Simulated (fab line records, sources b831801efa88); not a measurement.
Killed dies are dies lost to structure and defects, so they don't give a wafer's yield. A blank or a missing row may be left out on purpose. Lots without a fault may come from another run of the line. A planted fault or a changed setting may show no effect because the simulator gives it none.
fab line records | flow gf180mcu
record lots=7 wafers=21 last_day=34
route steps=602 shown M4@466 V4@476
lots that met no fault: from a run of the same line without faults
start_h: hours from the record's first day to the start of the lot's first wafer shown | wait_h: hours since the lot's step before | " the same as in the row above | L1.1+2: a row that stands for several wafers | - no value, or no start given | * or withheld: withheld | < > ~ a bound
route shown NAME@n: a module of which the file shows steps, and the number in the route of the first | usual: mean/standard deviation of fault-free wafers | same: alike in all rows | chamber/n: place in a boat | sites: the reading at each site | _std_site: their standard deviation | _edge_site: outer sites' mean less inner sites' | radius_mm: how far each site lies from the wafer's centre | mask NAME#n: copy n | behind: the tool/chamber that last shaped the wafer | hold: why the lot was held/for how many hours/how that ended | device: the transistor (n, p or np) that didn't switch | end of line: the same wafers' tests at the end of the route | a step without rows: its recipe alone | killed: dies lost to structure and defects at the first sort, not the wafer's yield | map: a wafer's dies, x killed, . not, _ none there
set.NAME: the setting as run; set.NAME@STEP: as run at that earlier step | model.NAME: the simulator's own value behind a step, which no gauge read
lots at some steps of the route; a table a step, a row a wafer
services: from which hour (start_h, from the record's first day; less than 0 if before it) a tool's chamber was out of use, for how many hours, and why
## steps
# step GF_M4_SOFTBAKE_10
# recipe temp_c=130 time_s=60 resist=KrF
# step GF_M4_EXPOSE_11
# recipe mask_id=Metal4 target_cd_nm=280 na=0.68 source_shape=conventional sigma_outer=0.6 dose_mj=28
# step GF_M4_PEB_12
# recipe peb_temp_c=135 peb_time_s=90 resist=KrF
# step GF_M4_DEVELOP_13
# recipe develop_time_s=60 dev_temp_c=21
# step GF_M4_CD_MEAS_14
# recipe target_cd_nm=280
# usual cd_nm=280.1/1
# columns lot.wafer tool chamber start_h wait_h cd_nm
L464.2 cd_sem-02 - 536.04 0.1 279.5
L464.4 " - " " 278.0
L464.6 " - " " 279.5
L471.3 cd_sem-02 - 600.22 0.1 280.7
L471.4 " - " " 281.1
L471.5 " - " " 281.4
L472.3 cd_sem-01 - 607.51 0.1 278.0
L472.4 " - " " 279.9
L472.6 " - " " 279.5
L473.3 cd_sem-01 - 618.76 0.1 282.0
L473.5 " - " " 280.9
L473.6 " - " " 280.9
L476.1 cd_sem-02 - 643.67 0.1 279.8
L476.3 " - " " 279.8
L476.6 " - " " 278.6
L484.1 cd_sem-01 - 694.28 0.1 280.0
L484.3 " - " " 278.8
L484.6 " - " " 278.2
L486.1 cd_sem-02 - 704.21 0.1 278.8
L486.3 " - " " 279.3
L486.4 " - " " 279.9
# step GF_M4_OVL_MEAS_15
# usual M4_OVL=0/5.1
# columns lot.wafer tool chamber start_h wait_h M4_OVL[nm]
L464.2 overlay-02 - 536.15 0.1 2
L464.4 " - " " 6
L464.6 " - " " 11
L471.3 overlay-02 - 600.32 0.1 -4
L471.4 " - " " -7
L471.5 " - " " -5
L472.3 overlay-02 - 607.63 0.1 3
L472.4 " - " " 6
L472.6 " - " " 8
L473.3 overlay-02 - 618.86 0.1 -2
L473.5 " - " " 0
L473.6 " - " " -5
L476.1 overlay-02 - 643.79 0.1 -3
L476.3 " - " " 7
L476.6 " - " " -3
L484.1 overlay-01 - 694.40 0.1 5
L484.3 " - " " 1
L484.6 " - " " 6
L486.1 overlay-01 - 704.33 0.1 4
L486.3 " - " " 5
L486.4 " - " " -2
# step GF_M4_METAL_ETCH_16
# recipe chemistry=Cl2/BCl3 mask_material=KrF target_depth_nm=627.5 stop_on=SiO2 pressure_mtorr=8 icp_w=800 bias_w=140 Cl2_flow_sccm=80 bcl3_flow_sccm=40 time_s=104.6
# usual drypump_motor_current_A=5.9/0.48 oes_product_au=0.970/0.0058 throttle_valve_pct=28.252/0.01
# columns lot.wafer tool chamber start_h wait_h drypump_motor_current_A oes_product_au rf_hours_counter_h throttle_valve_pct
L464.2 rie_metal-02 1 536.18 0.0 5.2 0.968 8 28.242
L464.4 " 0 " " 6.4 0.969 - 28.230
L464.6 " 0 " " 6.4 0.964 - 28.260
L471.3 rie_metal-03 0 600.38 0.1 6.6 0.964 - 28.284
L471.4 " 1 " " 5.3 0.970 - 28.252
L471.5 " 0 " " 6.6 0.967 - 28.247
L472.3 rie_metal-02 0 607.69 0.1 6.3 0.965 - 28.252
L472.4 " 1 " " 5.2 0.967 - 28.270
L472.6 " 1 " " 5.2 0.960 - 28.263
L473.3 rie_metal-03 1 618.95 0.1 5.3 0.973 - 28.256
L473.5 " 1 " " 5.3 0.966 - 28.252
L473.6 " 1 " " 5.3 0.964 - 28.268
L476.1 rie_metal-04 0 643.83 0.0 5.7 0.967 0 28.255
L476.3 " 0 " " 5.8 0.971 - 28.262
L476.6 " 1 " " 6.2 0.985 - 28.233
L484.1 rie_metal-04 0 694.44 0.0 5.8 0.963 2 28.250
L484.3 " 0 " " 5.8 0.966 - 28.234
L484.6 " 0 " " 5.8 0.964 - 28.260
L486.1 rie_metal-04 1 704.36 0.0 6.2 0.978 10 28.233
L486.3 " 1 " " 6.2 0.976 - 28.246
L486.4 " 0 " " 5.8 0.973 - 28.238
# step GF_M4_STRIP_17
# recipe chemistry=O2/N2 power_w=1400 pressure_mtorr=1500 platen_temp_c=250 o2_flow_sccm=3000 n2_flow_sccm=300 overash_fraction=0.5
# usual drypump_motor_current_A=5.94/0.29 heater_power_w=362/41 oes_product_au=0.557/0.0051 strip_time_to_endpoint_s=7.85/0.05
# columns lot.wafer tool chamber start_h wait_h drypump_motor_current_A heater_power_w oes_product_au rf_hours_counter_h strip_time_to_endpoint_s
L464.2 plasma_asher-02 1 536.33 0.1 5.85 352 0.554 91 7.81
L464.4 " 0 " " 6.32 393 0.554 - 7.82
L464.6 " 0 " " 6.31 380 0.560 - 7.86
L471.3 plasma_asher-02 1 600.48 0.1 5.84 350 0.555 - 7.87
L471.4 " 0 " " 6.33 392 0.552 - 7.83
L471.5 " 1 " " 5.89 358 0.561 - 7.87
L472.3 plasma_asher-03 0 607.80 0.1 6.00 417 0.547 - 7.88
L472.4 " 1 " " 5.94 362 0.559 - 7.86
L472.6 " 1 " " 5.94 351 0.550 - 7.80
L473.3 plasma_asher-03 1 619.14 0.1 5.93 355 0.556 - 7.82
L473.5 " 0 " " 6.00 409 0.558 - 7.84
L473.6 " 1 " " 5.93 359 0.559 - 7.80
L476.1 plasma_asher-03 1 643.94 0.1 5.90 357 0.558 85 7.95
L476.3 " 0 " " 5.97 407 0.571 - 7.93
L476.6 " 1 " " 5.90 350 0.562 - 7.85
L484.1 plasma_asher-03 1 694.55 0.1 5.97 361 0.548 90 7.92
L484.3 " 0 " " 5.99 406 0.550 - 7.88
L484.6 " 1 " " 5.91 362 0.555 - 7.87
L486.1 plasma_asher-04 1 704.47 0.1 6.13 329 0.551 59 7.77
L486.3 " 0 " " 5.24 269 0.555 - 7.78
L486.4 " 1 " " 6.11 327 0.561 - 7.91
# step GF_M4_STRIP_18
# recipe chemistry=post_etch_residue_remover time_s=1200 temp_c=72.5
# step GF_M4_CLEAN_19
# recipe chemistry=DIW dry=n2_spin
# step GF_V4_CVD_00
# recipe material=SiO2 target_thk_nm=600 sigma_open_frac=0.3 temp_c=400 time_s=100 sih4_flow_sccm=62.09 pressure_mtorr=6
# step GF_V4_THK_MEAS_01
# recipe reads=SiO2_of_V4_CVD_00
# usual V4_CVD_00_THK=617/5.7
# columns lot.wafer tool chamber start_h wait_h V4_CVD_00_THK[nm]
L464.2 film_metro-03 - 536.95 0.0 613
L464.4 " - " " 617
L464.6 " - " " 613
L471.3 film_metro-04 - 601.08 0.1 616
L471.4 " - " " 617
L471.5 " - " " 613
L472.3 film_metro-01 - 608.40 0.1 618
L472.4 " - " " 627
L472.6 " - " " 622
L473.3 film_metro-03 - 619.73 0.1 614
L473.5 " - " " 620
L473.6 " - " " 610
L476.1 film_metro-04 - 644.58 0.0 622
L476.3 " - " " 620
L476.6 " - " " 626
L484.1 film_metro-04 - 695.16 0.0 606
L484.3 " - " " 618
L484.6 " - " " 614
L486.1 film_metro-01 - 705.08 0.0 626
L486.3 " - " " 616
L486.4 " - " " 621
# step GF_V4_CVD_02
# recipe material=SiO2 target_thk_nm=850 precursor=TEOS temp_c=400 time_s=94.851 rf_w=600
# usual heater_power_outer_w=408/56 heater_power_w=682/89
# columns lot.wafer tool chamber start_h wait_h heater_power_outer_w heater_power_w
L464.2 pecvd-03 2 537.00 0.0 438 779
L464.4 " 2 " " 489 819
L464.6 " 0 " " 371 627
L471.3 pecvd-02 2 601.12 0.0 - -
L471.4 " 1 " " - -
L471.5 " 2 " " - -
L472.3 pecvd-02 0 608.44 0.0 - -
L472.4 " 1 " " - -
L472.6 " 2 " " - -
L473.3 pecvd-04 1 619.77 0.0 - -
L473.5 " 1 " " - -
L473.6 " 2 " " - -
L476.1 pecvd-04 1 644.64 0.1 384 590
L476.3 " 0 " " 494 694
L476.6 " 2 " " 485 784
L484.1 pecvd-03 1 695.22 0.1 413 714
L484.3 " 0 " " 336 604
L484.6 " 1 " " 432 775
L486.1 pecvd-02 0 705.14 0.1 382 610
L486.3 " 1 " " 462 787
L486.4 " 2 " " 355 641
# step GF_V4_CMP_04
# recipe material=SiO2 down_force_psi=4 platen_rpm=60 pad_velocity_m_s=0.94248
# usual motor_current_A=12.5/1.5 time_to_endpoint_s=79/5.1
# columns lot.wafer tool chamber start_h wait_h motor_current_A time_to_endpoint_s
L464.2 cmp-02 2 537.17 0.1 10.7 76
L464.4 " 0 " " 14.3 75
L464.6 " 2 " " 11.0 80
L471.4 cmp-02 2 601.35 0.1 11.3 -
L471.3 " 3 " " 9.5 -
L471.5 " 0 " " 14.8 -
L472.4 cmp-01 2 608.62 0.1 12.4 -
L472.3 " 0 " " 11.5 -
L472.6 " 1 " " 13.1 -
L473.3 cmp-01 1 620.05 0.2 13.6 -
L473.5 " 2 " " 12.2 -
L473.6 " 3 " " 12.7 -
L476.3 cmp-02 1 644.82 0.1 13.2 84
L476.1 " 3 " " 9.3 75
L476.6 " 1 " " 13.6 86
L484.3 cmp-01 0 695.45 0.1 11.1 73
L484.1 " 1 " " 14.3 76
L484.6 " 3 " " 13.1 81
L486.1 cmp-02 1 705.27 0.1 14.2 81
L486.4 " 2 " " 11.9 90
L486.3 " 3 " " 9.3 81
# step GF_V4_BOW_MEAS_05
# recipe mode=bow
# usual V4_BOW=139/9.7
# columns lot.wafer tool chamber start_h wait_h V4_BOW[um]
L464.2 film_metro-01 - 537.44 0.2 120
L464.4 " - " " 138
L464.6 " - " " 136
L471.3 film_metro-01 - 601.59 0.1 111
L471.4 " - " " 109
L471.5 " - " " 113
L472.3 film_metro-01 - 608.91 0.1 125
L472.4 " - " " 113
L472.6 " - " " 123
L473.3 film_metro-03 - 620.24 0.1 122
L473.5 " - " " 110
L473.6 " - " " 119
L476.1 film_metro-04 - 645.07 0.1 145
L476.3 " - " " 152
L476.6 " - " " 130
L484.1 film_metro-01 - 695.65 0.1 144
L484.3 " - " " 142
L484.6 " - " " 138
L486.1 film_metro-01 - 705.57 0.2 128
L486.3 " - " " 126
L486.4 " - " " 142
# step GF_V4_DEHYDRATE_06
# recipe temp_c=200 time_s=60
# step GF_V4_HMDS_07
# recipe prime_time_s=60 prime_temp_c=120
# step GF_V4_COAT_08
# recipe resist=BARC temp_c=withheld time_s=withheld spin_rpm=withheld resist_thk_nm=withheld
# step GF_V4_COAT_09
# recipe resist=KrF spin_rpm=withheld resist_thk_nm=1000
# step GF_V4_SOFTBAKE_10
# recipe temp_c=130 time_s=60 resist=KrF
# step GF_V4_EXPOSE_11
# recipe mask_id=Via4 target_cd_nm=260 na=0.68 source_shape=conventional sigma_outer=0.6 dose_mj=38
# step GF_V4_PEB_12
# recipe peb_temp_c=135 peb_time_s=90 resist=KrF
# step GF_V4_DEVELOP_13
# recipe develop_time_s=60 resist=KrF dev_temp_c=21
# step GF_V4_CD_MEAS_14
# recipe target_cd_nm=260
# usual cd_nm=259.9/1.3
# columns lot.wafer tool chamber start_h wait_h cd_nm
L464.2 cd_sem-02 - 560.49 0.1 260.1
L464.4 " - " " 259.3
L464.6 " - " " 259.7
L471.3 cd_sem-02 - 622.04 0.1 259.1
L471.4 " - " " 260.5
L471.5 " - " " 259.4
L472.3 cd_sem-02 - 629.89 0.1 259.7
L472.4 " - " " 258.3
L472.6 " - " " 259.3
L473.3 cd_sem-01 - 639.74 0.1 256.9
L473.5 " - " " 257.4
L473.6 " - " " 256.6
L476.1 cd_sem-01 - 664.15 0.1 258.6
L476.3 " - " " 259.1
L476.6 " - " " 259.3
L484.1 cd_sem-01 - 713.77 0.1 260.4
L484.3 " - " " 259.8
L484.6 " - " " 259.6
L486.1 cd_sem-02 - 723.60 0.1 260.7
L486.3 " - " " 260.0
L486.4 " - " " 260.8
# step GF_V4_OVL_MEAS_15
# usual V4_OVL=0/5.5
# columns lot.wafer tool chamber start_h wait_h V4_OVL[nm]
L464.2 overlay-01 - 560.60 0.1 0
L464.4 " - " " -1
L464.6 " - " " -1
L471.3 overlay-02 - 622.13 0.1 0
L471.4 " - " " 3
L471.5 " - " " -2
L472.3 overlay-02 - 629.98 0.1 -6
L472.4 " - " " 0
L472.6 " - " " -2
L473.3 overlay-02 - 639.83 0.1 -8
L473.5 " - " " -5
L473.6 " - " " -1
L476.1 overlay-01 - 664.27 0.1 -4
L476.3 " - " " 2
L476.6 " - " " 1
L484.1 overlay-02 - 713.89 0.1 7
L484.3 " - " " 5
L484.6 " - " " -5
L486.1 overlay-02 - 723.72 0.1 -10
L486.3 " - " " -9
L486.4 " - " " -7
# step GF_V4_ETCH_16
# recipe chemistry=N2/H2 target_depth_a=withheld overetch_a=withheld time_s=withheld target=BARC ion_energy_ev=200 source_w=500 bias_w=100 pressure_mtorr=30 n2_flow_sccm=100 h2_flow_sccm=200
# usual drypump_motor_current_A=5.6/0.38 oes_product_au=0.855/0.005 throttle_valve_pct=13.224/0.0093
# columns lot.wafer tool chamber start_h wait_h drypump_motor_current_A oes_product_au throttle_valve_pct
L464.2 rie_diel-03 1 560.63 0.0 5.4 0.850 13.228
L464.4 " 3 " " 5.5 0.857 13.219
L464.6 " 1 " " 5.4 0.847 13.224
L471.3 rie_diel-02 1 622.16 0.0 6.2 0.866 13.208
L471.4 " 1 " " 6.2 0.859 13.235
L471.5 " 2 " " 5.3 0.852 13.258
L472.3 rie_diel-02 1 630.01 0.0 6.2 0.860 13.229
L472.4 " 0 " " 6.1 0.857 13.229
L472.6 " 1 " " 6.1 0.848 13.211
L473.3 rie_diel-02 2 639.86 0.0 5.3 0.860 13.230
L473.5 " 1 " " 6.2 0.852 13.225
L473.6 " 2 " " 5.3 0.860 13.220
L476.1 rie_diel-03 1 664.31 0.0 5.4 0.859 13.233
L476.3 " 3 " " 5.5 0.862 13.215
L476.6 " 2 " " 5.4 0.850 13.225
L484.1 rie_diel-03 1 713.93 0.0 5.5 0.857 13.228
L484.3 " 3 " " 5.5 0.853 13.213
L484.6 " 2 " " 5.4 0.854 13.222
L486.1 rie_diel-02 2 723.76 0.0 5.3 0.860 13.214
L486.3 " 3 " " 5.2 0.854 13.218
L486.4 " 0 " " 6.1 0.860 13.219
# step GF_V4_ETCH_17
# recipe chemistry=C4F8/O2/Ar mask_material=KrF target=SiO2 stop_on=TiN source_w=1500 bias_w=1200 pressure_mtorr=40 c4f8_flow_sccm=withheld O2_flow_sccm=6 Ar_flow_sccm=300 time_s=withheld target_depth_a=6300
# usual oes_product_au=0.856/0.0044
# columns lot.wafer tool chamber start_h wait_h oes_product_au model.V4.feature_depth_nm model.etch.depth_nm
L464.2 rie_diel-03 1 - - 0.851 633.4 633.4
L464.4 " 3 " " 0.857 631.2 631.2
L464.6 " 1 " " 0.855 633 633
L471.3 rie_diel-02 1 - - 0.845 615.8 615.8
L471.4 " 1 " " 0.842 617.2 617.2
L471.5 " 2 " " 0.840 612.5 612.5
L472.3 rie_diel-02 1 - - 0.846 617.8 617.8
L472.4 " 0 " " 0.850 626.6 626.6
L472.6 " 1 " " 0.846 622.3 622.3
L473.3 rie_diel-02 2 - - 0.842 614.4 614.4
L473.5 " 1 " " 0.850 619.9 619.9
L473.6 " 2 " " 0.841 609.8 609.8
L476.1 rie_diel-03 1 - - 0.862 632.4 632.4
L476.3 " 3 " " 0.858 633 633
L476.6 " 2 " " 0.857 633.6 633.6
L484.1 rie_diel-03 1 - - 0.859 632.3 632.3
L484.3 " 3 " " 0.850 630.4 630.4
L484.6 " 2 " " 0.862 633 633
L486.1 rie_diel-02 2 - - 0.854 632.8 632.8
L486.3 " 3 " " 0.858 630.4 630.4
L486.4 " 0 " " 0.854 632.8 632.8
# step GF_V4_STRIP_18
# recipe chemistry=O2/N2 power_w=1400 pressure_mtorr=1500 platen_temp_c=250 o2_flow_sccm=3000 n2_flow_sccm=300 overash_fraction=0.5
# usual drypump_motor_current_A=5.6/0.4 heater_power_w=351/40 oes_product_au=0.593/0.0051
# columns lot.wafer tool chamber start_h wait_h drypump_motor_current_A heater_power_w oes_product_au rf_hours_counter_h
L464.2 plasma_asher-02 0 560.76 - 6.3 394 0.592 94
L464.4 " 1 " " 5.9 344 0.592 -
L464.6 " 1 " " 5.9 348 0.599 -
L471.3 plasma_asher-02 0 622.32 - 6.3 389 0.594 -
L471.4 " 1 " " 5.8 351 0.590 -
L471.5 " 1 " " 5.9 355 0.594 -
L472.3 plasma_asher-04 1 630.17 - 6.1 326 0.587 -
L472.4 " 0 " " 5.2 267 0.595 -
L472.6 " 0 " " 5.2 269 0.597 -
L473.3 plasma_asher-01 0 640.02 - 5.4 349 0.599 -
L473.5 " 0 " " 5.4 339 0.584 -
L473.6 " 1 " " 5.2 392 0.598 -
L476.1 plasma_asher-01 1 664.44 - 5.2 375 0.584 25
L476.3 " 1 " " 5.2 396 0.590 -
L476.6 " 0 " " 5.5 338 0.592 -
L484.1 plasma_asher-04 1 714.06 - 6.1 332 0.590 60
L484.3 " 1 " " 6.1 329 0.596 -
L484.6 " 1 " " 6.1 325 0.592 -
L486.1 plasma_asher-01 1 723.89 - 5.2 395 0.592 32
L486.3 " 1 " " 5.2 393 0.582 -
L486.4 " 0 " " 5.4 338 0.590 -
## services
# columns tool chamber start_h hours kind
rie_diel-02 2 512.75 4.6 repair
cmp-02 - 516.58 1.9 repair
plasma_asher-03 - 517.23 3.2 repair
rie_diel-03 - 533.35 0.8 repair
cmp-02 - 533.45 1.0 repair
pecvd-02 2 546.01 10.6 repair
cmp-01 - 572.00 4.0 pm
plasma_asher-03 - 575.76 4.8 repair
pecvd-04 - 591.12 14.0 pm
plasma_asher-03 - 595.35 0.8 repair
pecvd-03 0 599.84 3.4 repair
pecvd-02 - 615.69 0.7 repair
rie_diel-03 3 637.79 11.9 repair
rie_metal-03 1 653.17 4.2 repair
plasma_asher-01 - 658.71 1.4 repair
pecvd-04 2 664.08 5.1 repair
cmp-01 - 664.73 3.8 pm
plasma_asher-04 - 666.78 15.6 pm
cmp-01 - 669.84 0.7 repair
pecvd-04 1 672.05 17.7 repair
cmp-02 - 675.52 0.7 repair
cmp-02 - 678.58 17.5 pm
rie_diel-03 3 679.24 4.2 repair
rie_metal-04 - 684.68 0.3 repair
## key
first_sign step=GF_V4_CVD_02 reading=tool_record direction=missing
effect step=GF_V4_BOW_MEAS_05 reading=V4_BOW direction=down sigmas=2.3 usual=139 struck=116 wafers_moved=6
effect step=GF_V4_ETCH_17 reading=oes_product_au direction=down sigmas=2.6 usual=0.856 struck=0.844 wafers_moved=7
model_effect step=GF_V4_ETCH_17 value=V4.feature_depth_nm without=632 struck=617.3
met_at GF_V4_CVD_02
struck_wafers L471.3,L471.4,L471.5,L472.3,L472.4,L472.6,L473.3,L473.5,L473.6
later_rows_left_out L471.3,L471.4,L471.5,L472.3,L472.4,L472.6,L473.3,L473.5,L473.6
sort_left_out L471.3,L471.4,L471.5,L472.3,L472.4,L472.6
fault kind=skipped_step_whole tool=pecvd-02,pecvd-04 chamber=- onset_h=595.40 steps=GF_V4_CVD_02 scope=struck_lots_only
# sort_left_out: the simulated sort isn't trusted on such a fault, so these wafers' sort isn't shown, and their yield isn't known
# later_rows_left_out: the simulator's readings of these wafers behind a module that went badly wrong aren't trusted and aren't shown, but for the sort
